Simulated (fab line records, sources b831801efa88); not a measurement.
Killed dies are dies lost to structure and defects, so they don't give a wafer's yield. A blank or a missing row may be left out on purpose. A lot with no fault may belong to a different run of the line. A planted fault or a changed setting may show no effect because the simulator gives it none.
A struck lot beside a sound one ; flow gf180mcu ; 27 out of 602 route steps
Sound: the wafers L827.3, L827.4, L827.6. Wafers struck: L831.1, L831.2, L831.3. Last of all comes the cause.
Each step with rows lists, per side, the tool, then ch with its chambers, then its first start. Under that, the readings that differ: sound wafers ; struck wafers ; difference of the means ; sigmas: that difference in standard deviations of wafers without a fault.
alike: readings with means less than 2 such deviations apart, plus words and numbers identical on both sides. not compared: withheld readings, readings lacking a value on some wafer, bounds such as >300 that could conceal the same value, and numbers that have no deviation in the record and whose values overlap.
The two part at a step that has a row with sigmas, a row that says differs or no value, or rows on one side only. Numbers that have no deviation but don't overlap get no sigmas and don't part them. A reading missing from all wafers of one side parts the sides only when that side holds two or more wafers.

first, 3 steps without rows for these wafers: GF_STI_WET_ETCH_27 (etches Si3N4 in H3PO4, target depth 160 nm, time 1825 s); GF_STI_WET_ETCH_28 (etches SiO2 in dHF, target depth 20 nm, time 40 s); GF_STI_OXIDATION_29 (stabilise 600 s, purge 300 s, target thk 10 nm).
GF_STI_THK_MEAS_30:
  struck on film-metro-01, day 4 08:46; sound on film-metro-02, day 3 12:55
  alike: STI_OXIDATION_02_THK
then, 8 steps without rows for these wafers: GF_DNWELL_DEHYDRATE_00 (time 60 s); GF_DNWELL_HMDS_01 (prime time 60 s); GF_DNWELL_COAT_02 (resist thk 3000 nm); GF_DNWELL_SOFTBAKE_03; GF_DNWELL_EXPOSE_04 (exposes mask DNWELL, target cd 1700 nm); GF_DNWELL_PEB_05; GF_DNWELL_DEVELOP_06 (develop time 60 s); GF_DNWELL_IMPLANT_07.
GF_DNWELL_STRIP_08: strips in O2/N2.
  sound on plasma-asher-01 ch 0,1, day 4 01:57; struck on plasma-asher-02 ch 0,1, day 4 22:32
  no value came back on the struck wafers for any of 5 readings (chamber-pressure-mTorr (mTorr), drypump-motor-current-A (A) and others); on the sound wafers chamber-pressure-mTorr (mTorr) reads 1501.5 1498.0 1500.0
reading;sound;struck;difference;sigmas
model.coat_of_DNWELL_COAT_02.thk-nm (nm);0 0 0;2997 2990 2991;+2993;
  not compared: rf-hours-counter-h
GF_DNWELL_TW_MEAS_09:
  struck on film-metro-01, day 4 22:38; sound on film-metro-02, day 4 02:02
  alike: DNWELL_TW
then, 7 steps without rows for these wafers: GF_NWELL_DEHYDRATE_00 (time 60 s); GF_NWELL_HMDS_01 (prime time 60 s); GF_NWELL_COAT_02 (resist thk 3000 nm); GF_NWELL_SOFTBAKE_03; GF_NWELL_EXPOSE_04 (exposes mask Nwell, target cd 860 nm); GF_NWELL_PEB_05; GF_NWELL_DEVELOP_06 (develop time 60 s).
GF_NWELL_OVL_MEAS_07:
  struck on overlay-02, day 5 13:11; sound on overlay-01, day 4 15:05
reading;sound;struck;difference;sigmas
NWELL_OVL (nm);0.0 0.7 1.0;-1.7 -3.7 -1.9;-3.0;-2
then, 2 steps without rows for these wafers: GF_NWELL_IMPLANT_08; GF_NWELL_IMPLANT_09.
GF_NWELL_STRIP_10: strips in O2/N2.
  sound on plasma-asher-01 ch 0,1, day 4 15:26; struck on plasma-asher-01 ch 0,1, day 5 13:31
reading;sound;struck;difference;sigmas
oes-product-au (a.u.);0.721 0.724 0.721;0.743 0.743 0.743;+0.021;+5
strip-time-to-endpoint-s (s);36.89 36.97 36.90;81.16 81.09 81.22;+44.24;+99 or more
  alike: chamber-pressure-mTorr, drypump-motor-current-A, heater-power-w
  not compared: rf-hours-counter-h
GF_NWELL_TW_MEAS_11:
  struck on film-metro-03, day 5 13:37; sound on film-metro-03, day 4 15:32
reading;sound;struck;difference;sigmas
NWELL_TW;1572 1576 1584;30 30 30;-1547;-99 or more
then, 1 step without rows for these wafers: GF_LVPWELL_DEHYDRATE_00 (time 60 s).

## WHERE THEY PART
Earliest at GF_DNWELL_STRIP_08; latest, in this record, at GF_NWELL_TW_MEAS_11.

WHY: what the simulator had put in
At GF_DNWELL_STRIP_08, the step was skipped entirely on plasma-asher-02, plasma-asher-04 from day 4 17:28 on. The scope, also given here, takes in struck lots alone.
